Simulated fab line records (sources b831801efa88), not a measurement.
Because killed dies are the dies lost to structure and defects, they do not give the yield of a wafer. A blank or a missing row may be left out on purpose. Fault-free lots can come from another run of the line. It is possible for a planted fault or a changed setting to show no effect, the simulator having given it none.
A single fault, viewed from 2 desks :: flow gf180mcu :: numbers are kept per desk, each desk with only its own; the story behind them comes last

== THE METROLOGY DESK ==
Means of the sampled wafers that have a number, per lot and without regard to the tool the lot ran on: this is what the gauges read. A lot is out of limits, marked OUT, if its mean lies more than 4 standard deviations from the usual mean; the brackets give that distance.
Columns: A = HV_LDD_3_TW at GF_HV_LDD_TW_MEAS_38, usual 1431
lot: L958
first seen here: day 11 17:44
A: 1413

lot: L959
first seen here: day 12 04:35
A: 1418

lot: L960
first seen here: day 12 12:27
A: 1418

lot: L961
first seen here: day 12 22:20
A: 1414

lot: L963
first seen here: day 13 04:30
A: 1443

lot: L968
first seen here: day 14 20:05
A: 1443

lot: L970
first seen here: day 15 13:17
A: 1430

lot: L973
first seen here: day 17 06:59
A: 1438

lot: L974
first seen here: day 18 04:02
A: 1435

lot: L975
first seen here: day 18 04:12
A: 1420

lot: L979
first seen here: day 19 11:59
A: 1417

lot: L978
first seen here: day 19 14:02
A: 1441
This desk's finding: nothing out of limits on any of the 12 lots.

== AT THE TOOL OWNER'S DESK: plasma_asher-04 ==
The tool's own readings at GF_DNWELL_STRIP_08 (strips in O2/N2): means of the sampled wafers that have a number, for each lot that ran on this tool. A lot is out of limits, marked OUT, if its mean lies more than 4 standard deviations from the usual mean; the brackets give that distance.
Columns: A = drypump_motor_current_A at GF_DNWELL_STRIP_08, usual 5.5 A; B = heater_power_w at GF_DNWELL_STRIP_08, usual 349 W; C = oes_product_au at GF_DNWELL_STRIP_08, usual 0.722 a.u.; D = platen_temp_c at GF_DNWELL_STRIP_08, usual 250.06 C; E = strip_time_to_endpoint_s at GF_DNWELL_STRIP_08, usual 37.02 s
lot: L959
first seen here: day 3 05:59
A: 5.3
B: 382
C: 0.723
D: 249.99
E: 37.04

lot: L961
first seen here: day 3 17:35
A: 5.8
B: 364
C: 0.762 (+8.6) OUT
D: 253.97 (+21) OUT
E: 34.47 (-26) OUT

lot: L963
first seen here: day 4 02:10
A: 5.8
B: 366
C: 0.755 (+7.1) OUT
D: 253.98 (+21) OUT
E: 34.43 (-26) OUT

lot: L973
first seen here: day 6 16:26
A: 5.8
B: 355
C: 0.724
D: 250.28
E: 37.04

lot: L975
first seen here: day 7 03:35
A: 5.3
B: 380
C: 0.719
D: 250.18
E: 36.95

lot: L979
first seen here: day 8 00:49
A: 5.8
B: 355
C: 0.727
D: 250.34
E: 37.27
Finding of this desk: L961, L963 out of limits; the first was L961 at day 3 17:35, on oes_product_au at GF_DNWELL_STRIP_08. L959, L973, L975, L979: within limits.

== PUT TOGETHER ==
An alarm could have come from the tool owner's desk at day 3 17:35, on L961, L963.
Metrology desk: nothing out of limits seen.
The metrology desk holds a record of L961, L963, inside its limits.
On plasma_asher-04, each named lot ran GF_DNWELL_STRIP_08.

== WHAT THE SIMULATOR PUT IN ==
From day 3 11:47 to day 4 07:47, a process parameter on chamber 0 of plasma_asher-04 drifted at GF_DNWELL_STRIP_08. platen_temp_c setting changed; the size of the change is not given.
Shown lots that were struck: L961, L963.
How many hours passed from the start of the fault until each desk's first out-of-limits reading: the tool owner's desk, 6.
